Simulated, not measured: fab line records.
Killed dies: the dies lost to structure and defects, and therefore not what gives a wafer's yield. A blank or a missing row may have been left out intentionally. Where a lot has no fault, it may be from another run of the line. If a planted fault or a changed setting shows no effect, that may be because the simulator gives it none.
Which tool was responsible? | flow sky130 | 12 lots with 36 wafers sampled at 5 steps, on a route of 708 steps

## WHAT THE GAUGES SHOWED, per wafer
The record lacks any reading of a measuring or inspecting step that a usual standard deviation could be used to judge.

## WHICH TOOL RAN EACH LOT (tool, then ch and the chambers of the sampled wafers, then the start)
lot  | SKY_CONTACT_CMP_04            | SKY_CONTACT_SPUTTER_23      | SKY_METAL1_SPUTTER_03       | SKY_METAL5_DEVELOP_13            | SKY_PAD_OPEN_PROBE_99
L977 | cmp-01 ch 0,3, day 30 05:22   | pvdSputter-04, day 31 08:47 | pvdSputter-03, day 31 09:31 | lithoTrack-03 ch 0, day 43 15:14 | prober-02, day 45 15:14
L978 | cmp-01 ch 1,2,3, day 30 23:19 | pvdSputter-02, day 32 04:04 | pvdSputter-01, day 32 04:47 | lithoTrack-03 ch 0, day 44 06:00 | -
L979 | cmp-02 ch 0,2,3, day 31 07:31 | pvdSputter-02, day 32 11:28 | pvdSputter-01, day 32 12:11 | lithoTrack-04 ch 0, day 44 12:41 | -
L981 | cmp-02 ch 2,3, day 32 01:07   | pvdSputter-04, day 33 04:49 | pvdSputter-01, day 33 05:32 | lithoTrack-03 ch 0, day 45 00:41 | prober-02, day 46 22:08
L982 | cmp-02 ch 0,1,3, day 32 09:04 | pvdSputter-04, day 33 12:46 | pvdSputter-01, day 33 13:29 | lithoTrack-04 ch 0, day 45 06:23 | -
L983 | cmp-02 ch 0,2,3, day 32 14:50 | pvdSputter-01, day 33 19:09 | pvdSputter-02, day 33 19:53 | lithoTrack-04 ch 0, day 45 14:47 | prober-02, day 47 09:44
L988 | cmp-02 ch 0,1,2, day 34 16:32 | pvdSputter-01, day 35 19:44 | pvdSputter-02, day 35 20:28 | lithoTrack-03 ch 0, day 47 01:18 | prober-02, day 48 18:07
L990 | cmp-01 ch 0,1,3, day 34 17:32 | pvdSputter-04, day 35 21:35 | pvdSputter-01, day 35 22:19 | lithoTrack-03 ch 0, day 47 02:17 | prober-01, day 48 19:11
L991 | cmp-01 ch 0,2, day 35 07:32   | pvdSputter-02, day 36 10:46 | pvdSputter-01, day 36 11:29 | lithoTrack-03 ch 0, day 47 15:38 | -
L995 | cmp-01 ch 1,3, day 37 09:47   | pvdSputter-02, day 38 14:40 | pvdSputter-03, day 38 15:27 | lithoTrack-02 ch 0, day 49 03:44 | -
L996 | cmp-01 ch 1,2,3, day 37 12:01 | pvdSputter-02, day 38 16:03 | pvdSputter-01, day 38 16:46 | lithoTrack-02 ch 0, day 49 06:07 | prober-02, day 50 19:55
L998 | cmp-01 ch 0,1,3, day 37 17:19 | pvdSputter-01, day 38 20:21 | pvdSputter-01, day 38 21:05 | lithoTrack-02 ch 0, day 49 12:50 | -
- SKY_CONTACT_CMP_04: polishes SiO2.
- SKY_CONTACT_SPUTTER_23: material TiN, target thk 20 nm, time 80 s.
- SKY_METAL1_SPUTTER_03: material Ti, target thk 5 nm, time 3.3 s.
- SKY_METAL5_DEVELOP_13: develop time 60 s.
- SKY_PAD_OPEN_PROBE_99

## AS READ BY THE TOOLS THEMSELVES (means over the sampled wafers that have a number; for cases with no such wafer, the mark the record gives instead)
SKY_CONTACT_CMP_04. Usual: motorCurrentA 12.6 A, standard deviation 1.1; slurryFlowMlMin 150.0, standard deviation 0.48; timeToEndpointS 83 s, standard deviation 4.1.
lot  | tool   | motorCurrentA (A) | slurryFlowMlMin | timeToEndpointS (s) | flag
L977 | cmp-01 | 11.8              | 149.8           | 83                  | 
L978 | cmp-01 | 11.7              | 150.0           | 82                  | 
L979 | cmp-02 | 13.7              | 149.7           | 85                  | 
L981 | cmp-02 | 13.6              | 149.9           | 85                  | 
L982 | cmp-02 | 12.3              | 150.1           | 88                  | 
L983 | cmp-02 | 12.9              | 149.9           | 82                  | 
L988 | cmp-02 | 13.1              | 149.6           | 86                  | 
L990 | cmp-01 | 11.9              | 150.6           | 82                  | 
L991 | cmp-01 | 12.1              | 150.1           | 81                  | 
L995 | cmp-01 | 11.7              | 149.9           | 85                  | 
L996 | cmp-01 | 11.7              | 149.8           | 79                  | 
L998 | cmp-01 | 11.8              | 150.4           | 85                  | 

SKY_CONTACT_SPUTTER_23. Usual: throttleValvePct 30.4 %, standard deviation 1.4.
lot  | tool          | throttleValvePct (%) | flag
L977 | pvdSputter-04 | 29.8                 | 
L978 | pvdSputter-02 | 30.6                 | 
L979 | pvdSputter-02 | 31.6                 | 
L981 | pvdSputter-04 | 29.3                 | 
L982 | pvdSputter-04 | 30.1                 | 
L983 | pvdSputter-01 | 30.6                 | 
L988 | pvdSputter-01 | 30.5                 | 
L990 | pvdSputter-04 | 29.9                 | 
L991 | pvdSputter-02 | 31.6                 | 
L995 | pvdSputter-02 | 30.2                 | 
L996 | pvdSputter-02 | 31.5                 | 
L998 | pvdSputter-01 | 30.5                 | 

SKY_METAL1_SPUTTER_03. Usual: throttleValvePct 30.2 %, standard deviation 1.5.
lot  | tool          | throttleValvePct (%) | flag
L977 | pvdSputter-03 | 29.2                 | 
L978 | pvdSputter-01 | 31.3                 | 
L979 | pvdSputter-01 | 30.2                 | 
L981 | pvdSputter-01 | 31.6                 | 
L982 | pvdSputter-01 | 30.9                 | 
L983 | pvdSputter-02 | 30.5                 | 
L988 | pvdSputter-02 | 31.7                 | 
L990 | pvdSputter-01 | 30.6                 | 
L991 | pvdSputter-01 | 30.4                 | 
L995 | pvdSputter-03 | 28.6                 | 
L996 | pvdSputter-01 | 31.1                 | 
L998 | pvdSputter-01 | 30.3                 | 

SKY_METAL5_DEVELOP_13. Usual: developerTempC 23.00 C, standard deviation 0.095.
lot  | tool          | developerTempC (C) | flag
L977 | lithoTrack-03 | 23.07              | 
L978 | lithoTrack-03 | 22.83              | 
L979 | lithoTrack-04 | 23.04              | 
L981 | lithoTrack-03 | 22.92              | 
L982 | lithoTrack-04 | 23.02              | 
L983 | lithoTrack-04 | 23.11              | 
L988 | lithoTrack-03 | 22.99              | 
L990 | lithoTrack-03 | 25.30              | OFF
L991 | lithoTrack-03 | 25.39              | OFF
L995 | lithoTrack-02 | 22.98              | 
L996 | lithoTrack-02 | 22.91              | 
L998 | lithoTrack-02 | 23.04              | 

SKY_PAD_OPEN_PROBE_99. Usual: defectLimitedYield 82.8 %, standard deviation 1.7; killed_at_M0_to_M3 43, standard deviation 6.2; killed_at_M4_up 2.8, standard deviation 1.7; killedAtContacts 24, standard deviation 4.8; killedAtFrontEnd 15, standard deviation 4.3; killedAtOther 0.3, standard deviation 0.55; killedDies 85, standard deviation 8.4; killedOpen 46, standard deviation 6.7; killedShort 38, standard deviation 6.2; sort_bin_3_pad_short 0.9 %, standard deviation 0.46; sort_bin_5_function 10.2 %, standard deviation 1.3; sort_bin_6_memory 6.1 %, standard deviation 0.9; sortNPass 407, standard deviation 8.4; sortYieldPct 82.8 %, standard deviation 1.7.
lot  | tool      | defectLimitedYield (%) | killed_at_M0_to_M3 | killed_at_M4_up | killedAtContacts | killedAtFrontEnd | killedAtOther | killedDies | killedOpen | killedShort | sort_bin_3_pad_short (%) | sort_bin_5_function (%) | sort_bin_6_memory (%) | sortNPass | sortYieldPct (%) | flag
L977 | prober-02 | 83.2                   | 47                 | 3.3             | 20               | 12               | 0.3           | 82         | 48         | 34          | 0.9                      | 10.2                    | 5.6                   | 410       | 83.2             | 
L981 | prober-02 | 83.1                   | 47                 | 1.7             | 24               | 11               | 0.0           | 83         | 44         | 39          | 0.7                      | 11.0                    | 5.2                   | 409       | 83.1             | 
L983 | prober-02 | 84.8                   | 36                 | 1.3             | 22               | 15               | 0.3           | 75         | 39         | 36          | 0.8                      | 8.7                     | 5.6                   | 417       | 84.8             | 
L988 | prober-02 | 82.0                   | 43                 | 2.7             | 27               | 14               | 1.7           | 88         | 51         | 36          | 0.9                      | 10.9                    | 6.1                   | 404       | 82.0             | 
L990 | prober-01 | 83.1                   | 41                 | 3.0             | 25               | 13               | 0.7           | 83         | 46         | 37          | 1.1                      | 9.8                     | 6.0                   | 409       | 83.1             | 
L996 | prober-02 | 83.8                   | 41                 | 2.0             | 21               | 15               | 0.0           | 80         | 40         | 39          | 0.9                      | 9.4                     | 5.8                   | 412       | 83.8             | 

## THE ANSWER, worked out from the rows above alone
Rule: a lot is off if the mean of its wafers that have a number lies more than 3 standard deviations from the usual mean. Also off: a lot with no number at a reading for which 4 or more lots have one. The other lots that the step has rows for count as sound. Order of review: gauges by route order, followed by the tools' own readings, for which a lot's mean as printed above is used. At the first step where some lot is off, the reading lying furthest off is the one used; lots without a number count as furthest.
Off, at SKY_METAL5_DEVELOP_13 on developerTempC: L990, L991.
If a tool, at that step or one of the process steps before it, ran each lot that is off and ran no sound lot following the first of them, it fits. One fits: lithoTrack-03 at SKY_METAL5_DEVELOP_13. Its last sound lot is L988 (day 47 01:18), its first lot that is off L990 (day 47 02:17): a fault that began between those two fits.
On the lots that are off, the tool's own readings at SKY_METAL5_DEVELOP_13 differ by more than 5 times the standard deviation of the sound lots' means, which bears it out; developerTempC reads 25.34 C there versus 22.99 C on the sound lots.

## WHAT THE SIMULATOR HAD PUT IN
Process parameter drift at SKY_METAL5_DEVELOP_13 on lithoTrack-03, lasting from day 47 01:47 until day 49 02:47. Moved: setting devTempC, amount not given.
Struck lots among those shown: L990, L991. The rule above found the same.
